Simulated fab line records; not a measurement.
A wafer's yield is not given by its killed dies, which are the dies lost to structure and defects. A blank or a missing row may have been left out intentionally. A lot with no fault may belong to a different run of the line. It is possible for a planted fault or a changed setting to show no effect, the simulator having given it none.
The tool behind it: which one? :: flow gf180mcu :: 6 lots (18 wafers sampled), 1 step of a 602-step route

WHAT THE GAUGES READ, wafer by wafer
GF_M3_RS_MEAS_05: uses a four-point probe to measure.
lot: L670
measured: day 21 06:57
on: film-metro-03
M3_ALCU_RS (ohm/sq): 0.0707 0.0704 0.0705

lot: L675
measured: day 21 11:54
on: film-metro-04
M3_ALCU_RS (ohm/sq): 0.0703 0.0688 0.0707

lot: L677
measured: day 22 05:19
on: film-metro-04
M3_ALCU_RS (ohm/sq): 0.0703 0.0680 0.0686

lot: L679
measured: day 22 22:04
on: film-metro-01
M3_ALCU_RS (ohm/sq): 0.0688 0.0670 0.0677

lot: L681
measured: day 23 10:28
on: film-metro-03
M3_ALCU_RS (ohm/sq): 0.0710 0.0685 0.0701

lot: L687
measured: day 25 12:18
on: film-metro-03
M3_ALCU_RS (ohm/sq): 0.0695 0.0704 0.0695

EACH LOT AND THE TOOL THAT RAN IT (in order: tool; ch and the chambers of the sampled wafers; start)
Record: no process step prior to these readings.

THE ANSWER, worked out from the rows above alone
Rule: the usual values come from the lots themselves. Put in order of their means at a reading, lots are off if they are a third of the lots or fewer, leave a main group of 4 or more, and stand apart from it by a gap of 3 or more times the standard deviation of the main group's means; of several such gaps the widest counts. Not used: any main group whose means are identical at the precision the tables above print for the reading. Also off: a lot with no number at a reading for which 4 or more lots have one. All remaining lots with rows at the step are treated as sound.
No lot is off on any of the readings shown, so nothing can be concluded from this.

WHAT THE SIMULATOR PUT IN
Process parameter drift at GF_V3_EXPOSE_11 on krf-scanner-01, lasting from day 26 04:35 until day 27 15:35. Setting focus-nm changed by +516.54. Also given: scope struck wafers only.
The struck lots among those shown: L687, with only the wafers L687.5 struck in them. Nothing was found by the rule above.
